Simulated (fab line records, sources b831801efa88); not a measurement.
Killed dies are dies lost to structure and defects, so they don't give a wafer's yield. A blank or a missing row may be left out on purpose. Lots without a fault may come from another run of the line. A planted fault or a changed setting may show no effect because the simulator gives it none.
Which tool did it? | flow gf180mcu | 14 lots, 42 wafers sampled, at 5 steps of a route of 602

WHAT THE GAUGES READ, wafer by wafer
GF_VT_IMPLANT_TW_MEAS_21.
lot  | measured     | on            | VT_IMPLANT_2_TW
L436 | day 6 08:11  | film_metro-02 | 1214 1216 1218
L437 | day 6 12:58  | film_metro-01 | 1224 1224 1224
L438 | day 6 16:53  | film_metro-02 | 1212 1215 1213
L439 | day 7 01:49  | film_metro-03 | 1213 1214 1212
L440 | day 7 06:20  | film_metro-03 | 1212 1217 1214
L441 | day 7 19:16  | film_metro-03 | 1211 1211 1207
L443 | day 8 04:55  | film_metro-01 | 1223 1222 1221
L444 | day 8 10:38  | film_metro-03 | 1223 1225 1231
L445 | day 8 19:37  | film_metro-02 | 1214 1212 1211
L446 | day 8 23:59  | film_metro-02 | 1218 1217 1209
L447 | day 9 07:49  | film_metro-01 | 1215 1218 1216
L448 | day 9 14:51  | film_metro-01 | 1215 1218 1218
L451 | day 10 07:13 | film_metro-01 | 1224 1216 1212
L458 | day 12 04:49 | film_metro-02 | 1211 1217 1218

GF_POLY_GATE_THK_MEAS_01.
lot  | measured     | on            | POLY_GATE_CVD_00_THK (nm)
L436 | day 8 13:17  | film_metro-02 | 204.2 205.1 204.0
L437 | day 8 19:53  | film_metro-02 | 201.7 202.1 201.9
L438 | day 8 23:46  | film_metro-02 | 201.2 201.4 202.3
L439 | day 9 08:54  | film_metro-04 | 198.6 197.8 198.4
L440 | day 9 14:20  | film_metro-04 | 198.6 197.4 197.1
L441 | day 10 04:59 | film_metro-04 | 201.3 200.3 199.9
L443 | day 10 15:34 | film_metro-04 | 195.9 196.2 195.9
L444 | day 10 19:23 | film_metro-02 | 198.2 199.8 200.0
L445 | day 11 07:35 | film_metro-03 | 201.2 202.7 200.7
L446 | day 11 12:39 | film_metro-02 | 200.4 201.0 201.1
L447 | day 11 21:56 | film_metro-02 | 201.8 201.4 200.1
L448 | day 12 03:33 | film_metro-03 | 218.5 218.9 219.6
L451 | day 12 23:41 | film_metro-02 | 220.1 219.2 221.0
L458 | day 15 00:10 | film_metro-03 | 198.7 196.0 198.0

GF_NSD_OVL_MEAS_08.
lot  | measured     | on         | NSD_OVL (nm)
L436 | day 13 09:26 | overlay-02 | -2.1 -1.5 -3.3
L437 | day 13 18:23 | overlay-01 | 0.2 -3.2 1.5
L438 | day 13 23:40 | overlay-01 | -2.1 -3.2 -2.6
L439 | day 14 11:25 | overlay-01 | -0.4 -2.1 0.0
L440 | day 14 18:14 | overlay-01 | -0.3 -1.4 -2.5
L441 | day 15 11:10 | overlay-02 | 1.5 0.3 0.1
L443 | day 16 00:23 | overlay-02 | -3.0 -4.1 -3.3
L444 | day 16 03:20 | overlay-02 | -2.2 0.8 -0.7
L445 | day 16 16:29 | overlay-02 | -0.2 -0.6 -1.7
L446 | day 17 01:27 | overlay-02 | 1.6 0.6 1.5
L447 | day 17 10:55 | overlay-01 | -0.8 -0.2 0.5
L448 | day 17 18:53 | overlay-02 | -2.8 -4.1 -2.8
L451 | day 18 17:16 | overlay-02 | -0.8 -2.3 -1.6
L458 | day 21 01:16 | overlay-02 | -1.7 -0.7 -2.3

WHICH TOOL RAN EACH LOT (tool, then ch and the chambers of the sampled wafers, then the start)
lot  | GF_VT_IMPLANT_RTA_45             | GF_POLY_GATE_CVD_00
L436 | rtp_anneal-02 ch 0, day 7 15:18  | lpcvd-02 ch 1, day 8 11:57
L437 | rtp_anneal-02 ch 0, day 7 21:38  | lpcvd-02 ch 0, day 8 18:33
L438 | rtp_anneal-02 ch 0, day 8 00:53  | lpcvd-02 ch 0, day 8 22:26
L439 | rtp_anneal-02 ch 0, day 8 10:46  | lpcvd-01 ch 1, day 9 07:34
L440 | rtp_anneal-02 ch 0, day 8 15:26  | lpcvd-01 ch 0, day 9 13:00
L441 | rtp_anneal-02 ch 0, day 9 05:04  | lpcvd-02 ch 1, day 10 03:40
L443 | rtp_anneal-01 ch 0, day 9 15:52  | lpcvd-01 ch 0, day 10 14:14
L444 | rtp_anneal-02 ch 0, day 9 20:20  | lpcvd-01 ch 1, day 10 18:01
L445 | rtp_anneal-01 ch 0, day 10 07:09 | lpcvd-02 ch 1, day 11 06:14
L446 | rtp_anneal-01 ch 0, day 10 11:31 | lpcvd-02 ch 1, day 11 11:17
L447 | rtp_anneal-02 ch 0, day 10 19:20 | lpcvd-02 ch 0, day 11 20:36
L448 | rtp_anneal-01 ch 0, day 11 03:46 | lpcvd-02 ch 0, day 12 02:12
L451 | rtp_anneal-02 ch 0, day 11 20:13 | lpcvd-02 ch 1, day 12 22:21
L458 | rtp_anneal-01 ch 0, day 13 21:52 | lpcvd-01 ch 0, day 14 22:50
- GF_VT_IMPLANT_RTA_45: time 30 s.
- GF_POLY_GATE_CVD_00: deposits poly-Si, target thk 200 nm, time 1200 s.

WHAT THE TOOLS THEMSELVES READ (means of the sampled wafers that have a number; where no wafer has one, the mark that the record gives instead)
GF_VT_IMPLANT_RTA_45.
lot  | tool          | chamber_o2_ppm | lamp_power_pct (%) | wafer_temp_C_max
L436 | rtp_anneal-02 | 2.026          | 38.04              | 1052.1
L437 | rtp_anneal-02 | 1.989          | 38.07              | 1053.0
L438 | rtp_anneal-02 | 1.983          | 38.05              | 1052.9
L439 | rtp_anneal-02 | 2.010          | 38.07              | 1053.1
L440 | rtp_anneal-02 | 2.009          | 38.09              | 1053.0
L441 | rtp_anneal-02 | 1.948          | 38.07              | 1053.3
L443 | rtp_anneal-01 | 2.006          | 37.99              | 1055.4
L444 | rtp_anneal-02 | 2.016          | 38.05              | 1052.9
L445 | rtp_anneal-01 | 2.037          | 37.96              | 1055.3
L446 | rtp_anneal-01 | 1.988          | 37.99              | 1057.1
L447 | rtp_anneal-02 | 1.988          | 38.06              | 1053.7
L448 | rtp_anneal-01 | 2.016          | 37.95              | 1055.9
L451 | rtp_anneal-02 | 2.004          | 38.03              | 1053.0
L458 | rtp_anneal-01 | 2.021          | 38.00              | 1055.8

GF_POLY_GATE_CVD_00.
lot  | tool     | pressure_mtorr (mTorr) | spike_tc_top_C (C) | zone_power_bottom_pct (%)
L436 | lpcvd-02 | 200.1                  | 644                | 13.1
L437 | lpcvd-02 | 200.6                  | 639                | 12.9
L438 | lpcvd-02 | 200.5                  | 638                | 12.9
L439 | lpcvd-01 | 200.2                  | 634                | 14.0
L440 | lpcvd-01 | 200.3                  | 644                | 13.7
L441 | lpcvd-02 | 200.2                  | 644                | 13.3
L443 | lpcvd-01 | 199.8                  | 643                | 13.7
L444 | lpcvd-01 | 200.5                  | 634                | 14.0
L445 | lpcvd-02 | 200.4                  | 644                | 13.1
L446 | lpcvd-02 | 200.0                  | 644                | 13.1
L447 | lpcvd-02 | 200.1                  | 639                | 12.8
L448 | lpcvd-02 | 240.2                  | 638                | 12.9
L451 | lpcvd-02 | 239.6                  | 644                | 13.1
L458 | lpcvd-01 | 199.2                  | 644                | 13.7

THE ANSWER, worked out from the rows above alone
Rule: what is usual is taken from the lots themselves. Put in order of their means at a reading, lots are off if they are a third of the lots or fewer, leave a main group of 4 or more, and stand apart from it by a gap of 3 or more times the standard deviation of the main group's means; of several such gaps the widest counts. A main group whose means are all the same, to the digits that the tables above print for the reading, isn't used. A lot without any number at a reading at which 4 lots or more have one is off too. The other lots that the step has rows for count as sound. The gauges are gone through in route order, then the tools' own readings, and for those a lot's mean is taken as printed above. The first step at which some lot is off is used, and at that step the reading that is off furthest; a lot without a number counts as furthest.
Off: L448, L451, at GF_POLY_GATE_THK_MEAS_01 (POLY_GATE_CVD_00_THK). The main group: mean 200.1 nm, standard deviation 2.3.
A tool fits if, at a process step before that reading, it ran every lot that is off, and no sound lot after the first of them. The gauges at GF_POLY_GATE_THK_MEAS_01 aren't tried: what is off there is off at GF_POLY_GATE_CVD_00 too, on other tools, and a gauge's error can't cause that. One fits: lpcvd-02 at GF_POLY_GATE_CVD_00. Its last sound lot is L447 (day 11 20:36), its first lot that is off L448 (day 12 02:12): a fault that began between those two fits.
The tool's own readings at GF_POLY_GATE_CVD_00 bear it out: on the lots that are off they differ by more than 5 times the standard deviation of the sound lots' means. pressure_mtorr reads 239.9 mTorr there against 200.2 mTorr on the sound lots.

WHAT THE SIMULATOR HAD PUT IN
Process parameter drift: lpcvd-02, from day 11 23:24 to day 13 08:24, at GF_POLY_GATE_CVD_00. Setting pressure_mtorr, moved by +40, from 200. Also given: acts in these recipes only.
Lots struck among those shown: L448, L451. The rule above found the same.
